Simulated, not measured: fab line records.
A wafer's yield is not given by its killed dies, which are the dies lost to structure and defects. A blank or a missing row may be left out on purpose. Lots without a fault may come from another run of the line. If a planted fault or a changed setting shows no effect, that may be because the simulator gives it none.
Comparing a struck lot with a sound one | flow gf180mcu | 18 steps out of a route of 602
Sound: the wafers L222.3, L222.4, L222.6. Struck: wafer L217.6 (left out: L217.1, a lot-mate that was not struck); the cause follows at the end.
Per side, at each step with rows, come the tool, then ch with its chambers, and then its first start. Under that, the readings that differ: sound wafers | struck wafers | difference of the means | sigmas: that difference in standard deviations of wafers without a fault.
alike: same words and numbers on both sides, and readings whose means sit less than 2 such deviations apart. not compared: any withheld reading, any reading some wafer has no value for, any bound like >300 that may hide the same value, and any number with overlapping values for which the record gives no deviation.
The two part at a step that has a row with sigmas, a row that says differs or no value, or rows on one side only. Numbers that don't overlap but have no deviation are shown without sigmas and don't part them. A reading missing from all wafers of one side parts the sides only when that side holds two or more wafers.

first, 2 steps without rows for these wafers: GF_CONTACT_PEB_12 (peb time 90 s); GF_CONTACT_DEVELOP_13 (develop time 60 s).
GF_CONTACT_CD_MEAS_14: target cd 220 nm.
  struck on cd_sem-02, day 21 10:44; sound on cd_sem-02, day 23 06:41
  alike: cd_nm
GF_CONTACT_OVL_MEAS_15:
  struck on overlay-02, day 21 10:51; sound on overlay-02, day 23 06:47
  alike: CONTACT_OVL
then, 1 step without rows for these wafers: GF_CONTACT_ETCH_16 (etches BARC in N2/H2).
GF_CONTACT_ETCH_17: etches SiO2 in C4F8/O2/Ar, stops on CoSi2, target depth 860 nm.
  sound: rie_diel-01 ch 0,2; struck: rie_diel-01 ch 1
  alike: oes_product_au
GF_CONTACT_STRIP_18: strips in O2/N2.
  sound on plasma_asher-02 ch 0,1, day 23 07:00; struck on plasma_asher-01 ch 1, day 21 11:03
  reading                     | sound       | struck | difference | sigmas
  drypump_motor_current_A (A) | 5.3 6.6 6.6 | 5.0    | -1.2       | -3
  alike: heater_power_w, o2_flow_sccm, oes_product_au
  not compared: rf_hours_counter_h
then, 3 steps without rows for these wafers: GF_CONTACT_CLEAN_19 (cleans in SPM); GF_CONTACT_CLEAN_20 (cleans in DIW); GF_CONTACT_CLEAN_21 (cleans in dHF, time 20 s).
GF_CONTACT_SPUTTER_22: material Ti, target thk 15 nm, time 80.02 s.
  struck on pvd_sputter-04, day 21 11:21; sound on pvd_sputter-04, day 23 07:16
  alike: throttle_valve_pct
GF_CONTACT_SPUTTER_23: material TiN, target thk 10 nm, time 40 s.
  struck on pvd_sputter-04, day 21 11:25; sound on pvd_sputter-04, day 23 07:19
  alike: throttle_valve_pct
GF_CONTACT_CVD_24: deposits W, target thk 300 nm, time 90.339 s.
  sound on cvd_w-02 ch 0,1, day 23 07:24; struck on cvd_w-01 ch 0, day 21 11:27
  reading                               | sound             | struck | difference | sigmas
  heater_power_outer_w (W)              | 480 435 481       | 555    | +90        | +2
  heater_power_w (W)                    | 745 748 751       | 932    | +184       | +3
  model.W_of_CONTACT_CVD_24.thk_nm (nm) | 299.4 300.7 299.6 | 192.4  | -107.5     |
GF_CONTACT_RS_MEAS_25: uses a four-point probe to measure.
  struck on film_metro-02, day 21 11:33; sound on film_metro-02, day 23 07:30
  reading               | sound             | struck | difference | sigmas
  CONTACT_W_RS (ohm/sq) | 0.382 0.381 0.383 | 0.600  | +0.218     | +46
GF_CONTACT_THK_MEAS_26: measures by xrf.
  struck on film_metro-02, day 21 11:40; sound on film_metro-02, day 23 07:36
  reading            | sound       | struck | difference | sigmas
  CONTACT_W_THK (nm) | 295 298 296 | 191    | -105       | -25
GF_CONTACT_CMP_27: polishes, stops on SiO2, t overpolish 15 s, target thk 0 nm.
  sound on cmp-01 ch 1,2, day 23 07:38; struck on cmp-01 ch 2, day 21 11:44
  reading                | sound    | struck | difference | sigmas
  time_to_endpoint_s (s) | 68 63 67 | 41     | -25        | -5
  alike: motor_current_A, retaining_ring_pressure_frac
GF_M1_SPUTTER_00: material Ti, target thk 37.5 nm, time 150 s.
  struck on pvd_sputter-03, day 21 12:02; sound on pvd_sputter-02, day 23 07:56
  alike: throttle_valve_pct
next, for these wafers, 1 step has no rows: GF_PASSIVATION_PROBE_99.

== WHERE THEY PART ==
At GF_CONTACT_STRIP_18 first; at GF_CONTACT_CMP_27 last (within this record only). Later steps at which nothing parts them and some readings are alike: GF_M1_SPUTTER_00.

WHY: what had been put in by the simulator
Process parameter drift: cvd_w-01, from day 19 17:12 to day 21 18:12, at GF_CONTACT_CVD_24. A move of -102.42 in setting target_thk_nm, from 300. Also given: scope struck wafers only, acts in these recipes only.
